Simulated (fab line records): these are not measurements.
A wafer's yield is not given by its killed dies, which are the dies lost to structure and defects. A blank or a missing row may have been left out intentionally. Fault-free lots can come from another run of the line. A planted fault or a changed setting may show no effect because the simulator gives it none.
The tool behind it: which one? + flow gf180mcu + 12 lots, 36 wafers sampled, at 3 steps of a route of 602

== WHAT EACH GAUGE READ, for each wafer ==
GF_V3_OVL_MEAS_15.
| lot  | measured     | on         | V3_OVL (nm) |
|------|--------------|------------|-------------|
| L075 | day 23 07:39 | overlay-01 | 8 3 2       |
| L077 | day 23 13:53 | overlay-01 | 5 11 9      |
| L079 | day 24 15:50 | overlay-01 | -4 -2 6     |
| L080 | day 25 02:27 | overlay-01 | 4 14 8      |
| L083 | day 25 17:14 | overlay-02 | -2 14 10    |
| L085 | day 26 04:00 | overlay-01 | 13 -2 1     |
| L087 | day 26 17:30 | overlay-01 | 2 2 6       |
| L089 | day 27 08:53 | overlay-02 | 7 5 1       |
| L091 | day 28 02:53 | overlay-02 | -8 -7 0     |
| L093 | day 28 09:47 | overlay-02 | 0 -3 -8     |
| L095 | day 29 03:44 | overlay-01 | 2 -9 4      |
| L097 | day 29 10:57 | overlay-01 | 6 11 6      |

== WHAT TOOL EACH LOT RAN ON (gives the tool, then ch and the chambers of the sampled wafers, and finally the start) ==
| lot  | GF_V2_STRIP_18                      | GF_M3_SPUTTER_01            |
|------|-------------------------------------|-----------------------------|
| L075 | plasmaAsher-04 ch 0,1, day 21 06:38 | pvdSputter-02, day 21 07:56 |
| L077 | plasmaAsher-01 ch 0,1, day 21 12:44 | pvdSputter-02, day 21 14:08 |
| L079 | plasmaAsher-03 ch 0,1, day 22 15:48 | pvdSputter-03, day 22 17:08 |
| L080 | plasmaAsher-03 ch 0,1, day 23 03:47 | pvdSputter-02, day 23 05:05 |
| L083 | plasmaAsher-01 ch 0,1, day 23 19:24 | pvdSputter-01, day 23 20:44 |
| L085 | plasmaAsher-01 ch 0,1, day 24 06:53 | pvdSputter-02, day 24 08:22 |
| L087 | plasmaAsher-04 ch 0,1, day 24 20:59 | pvdSputter-01, day 24 22:17 |
| L089 | plasmaAsher-04 ch 0,1, day 25 12:54 | pvdSputter-01, day 25 14:14 |
| L091 | plasmaAsher-03 ch 0,1, day 26 06:47 | pvdSputter-02, day 26 08:07 |
| L093 | plasmaAsher-01 ch 0,1, day 26 14:44 | pvdSputter-01, day 26 16:11 |
| L095 | plasmaAsher-04 ch 0,1, day 27 09:45 | pvdSputter-02, day 27 11:07 |
| L097 | plasmaAsher-04 ch 0,1, day 27 17:05 | pvdSputter-02, day 27 18:23 |
- GF_V2_STRIP_18: strips in O2/N2.
- GF_M3_SPUTTER_01: material TiN, target thk 30 nm, time 25 s.

== THE ANSWER, worked out from the rows above alone ==
Rule: the lots themselves supply what counts as usual. The widest of any qualifying gaps counts: lots, ordered by their means at a reading, are off when they make up no more than a third of the lots, leave a main group of 4 or more, and stand apart from it by 3 or more times the standard deviation of that group's means. The tables above print the reading to a certain number of digits; a main group whose means all agree to those digits is not used. Also off: a lot with no number at a reading for which 4 or more lots have one. All remaining lots with rows at the step are treated as sound.
No lot is off at any reading shown: from this, nothing can be told.

== WHAT THE SIMULATOR HAD PUT IN ==
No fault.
